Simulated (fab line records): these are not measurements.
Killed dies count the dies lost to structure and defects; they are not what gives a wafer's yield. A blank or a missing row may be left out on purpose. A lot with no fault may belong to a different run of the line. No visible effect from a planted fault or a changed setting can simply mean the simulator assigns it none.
Which tool is to blame? | flow gf180mcu | 6 lots, 18 wafers sampled, at 3 steps of a route of 602

WHAT EACH GAUGE READ, for each wafer
GF_V2_OVL_MEAS_15.
lot  | measured     | on         | V2_OVL (nm)
L157 | day 23 08:07 | overlay-02 | -8 -19 -11
L159 | day 24 01:17 | overlay-02 | 6 -1 0
L162 | day 24 19:20 | overlay-01 | -10 -3 -13
L165 | day 25 14:29 | overlay-02 | -6 6 0
L167 | day 26 05:50 | overlay-02 | 18 17 13
L173 | day 27 19:41 | overlay-02 | 22 23 29

WHAT TOOL EACH LOT RAN ON (gives the tool, then ch and the chambers of the sampled wafers, and finally the start)
lot  | GF_M2_SPUTTER_00             | GF_V2_EXPOSE_11
L157 | pvd_sputter-01, day 21 07:38 | krf_scanner-02 ch 0, day 22 20:40
L159 | pvd_sputter-04, day 22 00:26 | krf_scanner-01 ch 0, day 23 13:16
L162 | pvd_sputter-01, day 22 21:12 | krf_scanner-02 ch 0, day 24 09:30
L165 | pvd_sputter-01, day 23 17:59 | krf_scanner-01 ch 0, day 25 03:11
L167 | pvd_sputter-01, day 24 12:06 | krf_scanner-01 ch 0, day 25 20:23
L173 | pvd_sputter-01, day 26 00:46 | krf_scanner-01 ch 0, day 27 09:35
- GF_M2_SPUTTER_00: material Ti, target thk 37.5 nm, time 150 s.
- GF_V2_EXPOSE_11: exposes mask Via2, target cd 260 nm.

THE ANSWER, worked out from the rows above alone
Rule: the lots themselves supply what counts as usual. Put in order of their means at a reading, lots are off if they are a third of the lots or fewer, leave a main group of 4 or more, and stand apart from it by a gap of 3 or more times the standard deviation of the main group's means; of several such gaps the widest counts. If all means in a main group match to the digits the tables above print for the reading, that group is not used. A lot without any number at a reading at which 4 lots or more have one is off too. All remaining lots with rows at the step are treated as sound.
Across all readings shown, no lot is off: no conclusion can be drawn from this.

WHAT THE SIMULATOR HAD INSERTED
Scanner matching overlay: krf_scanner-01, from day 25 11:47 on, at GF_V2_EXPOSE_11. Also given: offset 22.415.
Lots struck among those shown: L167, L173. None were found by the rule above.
